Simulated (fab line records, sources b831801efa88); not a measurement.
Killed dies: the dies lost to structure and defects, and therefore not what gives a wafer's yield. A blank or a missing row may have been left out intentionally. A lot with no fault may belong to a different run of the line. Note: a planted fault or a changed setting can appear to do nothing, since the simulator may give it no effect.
Which tool was responsible? / flow sky130 / 12 lots with 36 wafers sampled at 5 steps, on a route of 708 steps

## WHAT THE GAUGES READ, wafer by wafer
SKY_LDD_LDN_OVL_MEAS_07.
lot=L313; measured=day 25 00:36; on=overlay-01; LDD_LDN_OVL (nm)=2.9 2.6 3.6
lot=L314; measured=day 26 04:03; on=overlay-02; LDD_LDN_OVL (nm)=2.4 0.1 0.3
lot=L317; measured=day 26 16:24; on=overlay-02; LDD_LDN_OVL (nm)=1.9 1.3 1.4
lot=L318; measured=day 27 07:10; on=overlay-01; LDD_LDN_OVL (nm)=-0.8 -0.4 -1.8
lot=L319; measured=day 27 11:44; on=overlay-02; LDD_LDN_OVL (nm)=-1.7 2.6 -1.0
lot=L322; measured=day 28 15:40; on=overlay-02; LDD_LDN_OVL (nm)=1.2 2.4 0.7
lot=L325; measured=day 29 08:28; on=overlay-01; LDD_LDN_OVL (nm)=1.1 1.5 1.5
lot=L324; measured=day 29 12:01; on=overlay-02; LDD_LDN_OVL (nm)=-2.4 -3.6 0.5
lot=L327; measured=day 30 01:16; on=overlay-01; LDD_LDN_OVL (nm)=1.5 -0.4 2.3
lot=L328; measured=day 30 04:22; on=overlay-01; LDD_LDN_OVL (nm)=-1.6 -1.6 -1.1
lot=L329; measured=day 30 11:18; on=overlay-02; LDD_LDN_OVL (nm)=-0.9 1.2 -0.5
lot=L332; measured=day 31 10:04; on=overlay-02; LDD_LDN_OVL (nm)=-1.5 -0.8 0.1

SKY_SPACER_THK_MEAS_01.
lot=L313; measured=day 25 02:39; on=filmMetro-02; SPACER_CVD_00_THK (nm)=43.0 43.2 43.1
lot=L314; measured=day 26 06:06; on=filmMetro-04; SPACER_CVD_00_THK (nm)=43.0 42.7 43.1
lot=L317; measured=day 26 18:28; on=filmMetro-02; SPACER_CVD_00_THK (nm)=42.7 43.0 42.7
lot=L318; measured=day 27 09:13; on=filmMetro-03; SPACER_CVD_00_THK (nm)=43.5 43.3 42.9
lot=L319; measured=day 27 15:07; on=filmMetro-02; SPACER_CVD_00_THK (nm)=42.6 43.2 42.7
lot=L322; measured=day 28 17:43; on=filmMetro-04; SPACER_CVD_00_THK (nm)=43.3 43.2 43.4
lot=L325; measured=day 29 10:32; on=filmMetro-02; SPACER_CVD_00_THK (nm)=42.4 42.4 42.0
lot=L324; measured=day 29 14:05; on=filmMetro-03; SPACER_CVD_00_THK (nm)=42.9 42.4 42.3
lot=L327; measured=day 30 03:19; on=filmMetro-02; SPACER_CVD_00_THK (nm)=42.0 42.5 42.5
lot=L328; measured=day 30 06:56; on=filmMetro-02; SPACER_CVD_00_THK (nm)=42.5 42.7 42.7
lot=L329; measured=day 30 13:21; on=filmMetro-04; SPACER_CVD_00_THK (nm)=42.9 42.6 42.9
lot=L332; measured=day 31 13:40; on=filmMetro-04; SPACER_CVD_00_THK (nm)=43.2 42.6 43.0

SKY_SD_N_RS_MEAS_17: measurement is done with a four-point probe.
lot=L313; measured=day 30 00:31; on=filmMetro-01; SD_P_RS (ohm/sq)=146.7 146.7 146.9
lot=L314; measured=day 31 03:40; on=filmMetro-03; SD_P_RS (ohm/sq)=146.8 147.1 147.3
lot=L317; measured=day 31 12:52; on=filmMetro-03; SD_P_RS (ohm/sq)=146.8 146.7 146.9
lot=L318; measured=day 32 05:59; on=filmMetro-01; SD_P_RS (ohm/sq)=146.7 146.4 146.5
lot=L319; measured=day 32 11:11; on=filmMetro-01; SD_P_RS (ohm/sq)=146.5 146.9 146.8
lot=L322; measured=day 33 11:09; on=filmMetro-03; SD_P_RS (ohm/sq)=147.0 147.3 147.2
lot=L325; measured=day 34 00:33; on=filmMetro-04; SD_P_RS (ohm/sq)=150.3 150.8 150.0
lot=L324; measured=day 34 05:40; on=filmMetro-03; SD_P_RS (ohm/sq)=149.6 149.2 150.0
lot=L327; measured=day 34 18:28; on=filmMetro-01; SD_P_RS (ohm/sq)=149.1 149.2 148.8
lot=L328; measured=day 34 22:09; on=filmMetro-01; SD_P_RS (ohm/sq)=146.8 147.4 146.7
lot=L329; measured=day 35 02:58; on=filmMetro-04; SD_P_RS (ohm/sq)=147.2 147.3 147.2
lot=L332; measured=day 36 03:02; on=filmMetro-01; SD_P_RS (ohm/sq)=146.7 147.1 147.1

## EACH LOT AND THE TOOL THAT RAN IT (in order: tool; ch and the chambers of the sampled wafers; start)
lot=L313; SKY_POLY_CUT_ETCH_10=rieDiel-04 ch 0,2,3, day 26 07:58; SKY_SD_P_IMPLANT_09=implanter-02 ch 0, day 27 13:37
lot=L314; SKY_POLY_CUT_ETCH_10=rieDiel-03 ch 1,2,3, day 27 11:52; SKY_SD_P_IMPLANT_09=implanter-04 ch 0, day 28 17:15
lot=L317; SKY_POLY_CUT_ETCH_10=rieDiel-02 ch 1,3, day 27 23:58; SKY_SD_P_IMPLANT_09=implanter-01 ch 0, day 29 04:09
lot=L318; SKY_POLY_CUT_ETCH_10=rieDiel-02 ch 0,2, day 28 14:27; SKY_SD_P_IMPLANT_09=implanter-01 ch 0, day 29 20:49
lot=L319; SKY_POLY_CUT_ETCH_10=rieDiel-02 ch 0,1,2, day 28 20:45; SKY_SD_P_IMPLANT_09=implanter-04 ch 0, day 30 01:39
lot=L322; SKY_POLY_CUT_ETCH_10=rieDiel-03 ch 0,1,2, day 29 22:56; SKY_SD_P_IMPLANT_09=implanter-01 ch 0, day 31 03:02
lot=L325; SKY_POLY_CUT_ETCH_10=rieDiel-04 ch 1,3, day 30 14:35; SKY_SD_P_IMPLANT_09=implanter-01 ch 0, day 31 18:20
lot=L324; SKY_POLY_CUT_ETCH_10=rieDiel-03 ch 2,3, day 30 18:05; SKY_SD_P_IMPLANT_09=implanter-01 ch 0, day 31 22:30
lot=L327; SKY_POLY_CUT_ETCH_10=rieDiel-02 ch 0,2, day 31 07:27; SKY_SD_P_IMPLANT_09=implanter-01 ch 0, day 32 12:00
lot=L328; SKY_POLY_CUT_ETCH_10=rieDiel-03 ch 0,3, day 31 11:11; SKY_SD_P_IMPLANT_09=implanter-02 ch 0, day 32 15:07
lot=L329; SKY_POLY_CUT_ETCH_10=rieDiel-02 ch 0,1,2, day 31 17:22; SKY_SD_P_IMPLANT_09=implanter-02 ch 0, day 32 20:39
lot=L332; SKY_POLY_CUT_ETCH_10=rieDiel-04 ch 1,3, day 32 17:31; SKY_SD_P_IMPLANT_09=implanter-02 ch 0, day 33 20:22
- SKY_POLY_CUT_ETCH_10: etches BARC in N2/H2, stops on SiO2, time 45.9 s, target depth 60 nm.
- SKY_SD_P_IMPLANT_09

## AS READ BY THE TOOLS THEMSELVES (means over the sampled wafers that have a number; for cases with no such wafer, the mark the record gives instead)
SKY_POLY_CUT_ETCH_10.
lot=L313; tool=rieDiel-04; chamberPressureMTorr (mTorr)=29.975; drypumpMotorCurrentA (A)=5.7; oesProductAu (a.u.)=0.854; throttleValvePct (%)=13.232
lot=L314; tool=rieDiel-03; chamberPressureMTorr (mTorr)=30.042; drypumpMotorCurrentA (A)=6.3; oesProductAu (a.u.)=0.853; throttleValvePct (%)=13.236
lot=L317; tool=rieDiel-02; chamberPressureMTorr (mTorr)=29.991; drypumpMotorCurrentA (A)=5.5; oesProductAu (a.u.)=0.855; throttleValvePct (%)=13.222
lot=L318; tool=rieDiel-02; chamberPressureMTorr (mTorr)=29.976; drypumpMotorCurrentA (A)=6.0; oesProductAu (a.u.)=0.853; throttleValvePct (%)=13.223
lot=L319; tool=rieDiel-02; chamberPressureMTorr (mTorr)=29.982; drypumpMotorCurrentA (A)=5.5; oesProductAu (a.u.)=0.850; throttleValvePct (%)=13.223
lot=L322; tool=rieDiel-03; chamberPressureMTorr (mTorr)=30.002; drypumpMotorCurrentA (A)=5.8; oesProductAu (a.u.)=0.852; throttleValvePct (%)=13.231
lot=L325; tool=rieDiel-04; chamberPressureMTorr (mTorr)=29.986; drypumpMotorCurrentA (A)=5.4; oesProductAu (a.u.)=0.857; throttleValvePct (%)=13.224
lot=L324; tool=rieDiel-03; chamberPressureMTorr (mTorr)=29.982; drypumpMotorCurrentA (A)=6.2; oesProductAu (a.u.)=0.854; throttleValvePct (%)=13.223
lot=L327; tool=rieDiel-02; chamberPressureMTorr (mTorr)=29.995; drypumpMotorCurrentA (A)=6.0; oesProductAu (a.u.)=0.855; throttleValvePct (%)=13.222
lot=L328; tool=rieDiel-03; chamberPressureMTorr (mTorr)=30.010; drypumpMotorCurrentA (A)=5.8; oesProductAu (a.u.)=0.859; throttleValvePct (%)=13.224
lot=L329; tool=rieDiel-02; chamberPressureMTorr (mTorr)=29.997; drypumpMotorCurrentA (A)=5.5; oesProductAu (a.u.)=0.860; throttleValvePct (%)=13.236
lot=L332; tool=rieDiel-04; chamberPressureMTorr (mTorr)=30.022; drypumpMotorCurrentA (A)=5.5; oesProductAu (a.u.)=0.857; throttleValvePct (%)=13.229

SKY_SD_P_IMPLANT_09.
lot=L313 tool=implanter-02 beamEnergyKeV=20.001 faradayCurrentUA=12953
lot=L314 tool=implanter-04 beamEnergyKeV=19.991 faradayCurrentUA=12972
lot=L317 tool=implanter-01 beamEnergyKeV=20.002 faradayCurrentUA=12174
lot=L318 tool=implanter-01 beamEnergyKeV=19.997 faradayCurrentUA=12094
lot=L319 tool=implanter-04 beamEnergyKeV=20.004 faradayCurrentUA=13072
lot=L322 tool=implanter-01 beamEnergyKeV=19.996 faradayCurrentUA=12048
lot=L325 tool=implanter-01 beamEnergyKeV=19.223 faradayCurrentUA=12198
lot=L324 tool=implanter-01 beamEnergyKeV=19.229 faradayCurrentUA=12084
lot=L327 tool=implanter-01 beamEnergyKeV=19.232 faradayCurrentUA=11991
lot=L328 tool=implanter-02 beamEnergyKeV=20.001 faradayCurrentUA=12723
lot=L329 tool=implanter-02 beamEnergyKeV=20.004 faradayCurrentUA=12754
lot=L332 tool=implanter-02 beamEnergyKeV=19.998 faradayCurrentUA=12867

## THE ANSWER, worked out from the rows above alone
Rule: the usual values come from the lots themselves. The widest of any qualifying gaps counts: lots, ordered by their means at a reading, are off when they make up no more than a third of the lots, leave a main group of 4 or more, and stand apart from it by 3 or more times the standard deviation of that group's means. Not used: any main group whose means are identical at the precision the tables above print for the reading. Also off: a lot with no number at a reading for which 4 or more lots have one. All remaining lots with rows at the step are treated as sound. First the gauges in route order, then the tools' own readings, where a lot's mean is used as printed above. At the first step where some lot is off, the reading lying furthest off is the one used; lots without a number count as furthest.
Off: L325, L324, L327, at SKY_SD_N_RS_MEAS_17 (SD_P_RS). The main group has a mean of 146.9 ohm/sq with a standard deviation of 0.21.
A tool fits if, at a process step before that reading, it ran every lot that is off, and no sound lot after the first of them. Not tried: the gauges at SKY_SD_N_RS_MEAS_17; whatever is off there is also off at SKY_SD_P_IMPLANT_09, on other tools, and gauge error can't account for it. One candidate fits, namely implanter-01 at SKY_SD_P_IMPLANT_09. A fault onset in the window from L322 (day 31 03:02, its last sound lot) to L325 (day 31 18:20, its first lot off) fits.
The tool's own readings at SKY_SD_P_IMPLANT_09 bear it out: on the lots that are off they differ by more than 5 times the standard deviation of the sound lots' means. beamEnergyKeV reads 19.228 there against 19.999 on the sound lots.

## WHAT THE SIMULATOR HAD INSERTED
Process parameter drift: implanter-01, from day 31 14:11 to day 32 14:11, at SKY_SD_P_IMPLANT_09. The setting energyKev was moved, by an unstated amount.
Struck lots among those shown: L325, L324, L327. The rule given above showed the same thing.
